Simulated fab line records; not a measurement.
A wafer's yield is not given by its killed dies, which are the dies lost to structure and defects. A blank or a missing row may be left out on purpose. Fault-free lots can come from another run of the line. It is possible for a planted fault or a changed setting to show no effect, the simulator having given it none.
Which tool did it? :: flow gf180mcu :: 6 lots with 18 wafers sampled at 2 steps, on a route of 602 steps

WHAT THE GAUGES READ, wafer by wafer
GF_VT_IMPLANT_TW_MEAS_21.
lot: L331
measured: day 7 03:11
on: film_metro-01
VT_IMPLANT_2_TW: 1228 1227 1236

lot: L333
measured: day 7 18:29
on: film_metro-03
VT_IMPLANT_2_TW: 1202 1201 1203

lot: L335
measured: day 8 05:11
on: film_metro-03
VT_IMPLANT_2_TW: 1289 1286 1281

lot: L345
measured: day 10 16:56
on: film_metro-02
VT_IMPLANT_2_TW: 1212 1211 1209

lot: L347
measured: day 11 10:00
on: film_metro-02
VT_IMPLANT_2_TW: 1217 1221 1218

lot: L350
measured: day 12 01:29
on: film_metro-03
VT_IMPLANT_2_TW: 1204 1200 1198

WHICH TOOL RAN EACH LOT (tool, then ch and the chambers of the sampled wafers, then the start)
lot: L331
GF_VT_IMPLANT_IMPLANT_19: implanter-01 ch 0, day 7 02:56

lot: L333
GF_VT_IMPLANT_IMPLANT_19: implanter-01 ch 0, day 7 18:10

lot: L335
GF_VT_IMPLANT_IMPLANT_19: implanter-01 ch 0, day 8 04:56

lot: L345
GF_VT_IMPLANT_IMPLANT_19: implanter-03 ch 0, day 10 16:41

lot: L347
GF_VT_IMPLANT_IMPLANT_19: implanter-02 ch 0, day 11 09:47

lot: L350
GF_VT_IMPLANT_IMPLANT_19: implanter-03 ch 0, day 12 01:14
- GF_VT_IMPLANT_IMPLANT_19

THE ANSWER, worked out from the rows above alone
Rule: the usual values come from the lots themselves. Put in order of their means at a reading, lots are off if they are a third of the lots or fewer, leave a main group of 4 or more, and stand apart from it by a gap of 3 or more times the standard deviation of the main group's means; of several such gaps the widest counts. A main group is skipped when, at the precision printed for the reading in the tables above, its means are all equal. A lot without any number at a reading at which 4 lots or more have one is off too. The other lots that the step has rows for count as sound.
Off: L335, seen at GF_VT_IMPLANT_TW_MEAS_21 (VT_IMPLANT_2_TW). The main group: mean 1212, standard deviation 11.
If a tool, at a process step before that reading, ran all the lots that are off and no sound lot after the first of them, it fits. The gauges at GF_VT_IMPLANT_TW_MEAS_21 are tried like those tools. One fits: implanter-01 at GF_VT_IMPLANT_IMPLANT_19. Its last sound lot is L333 (day 7 18:10), its first lot that is off L335 (day 8 04:56): a fault that began between those two fits.

WHAT THE SIMULATOR PUT IN
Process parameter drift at GF_VT_IMPLANT_IMPLANT_19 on implanter-01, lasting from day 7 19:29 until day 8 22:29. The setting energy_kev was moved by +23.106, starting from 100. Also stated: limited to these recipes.
Struck lots among those shown: L335. The rule above found the same.
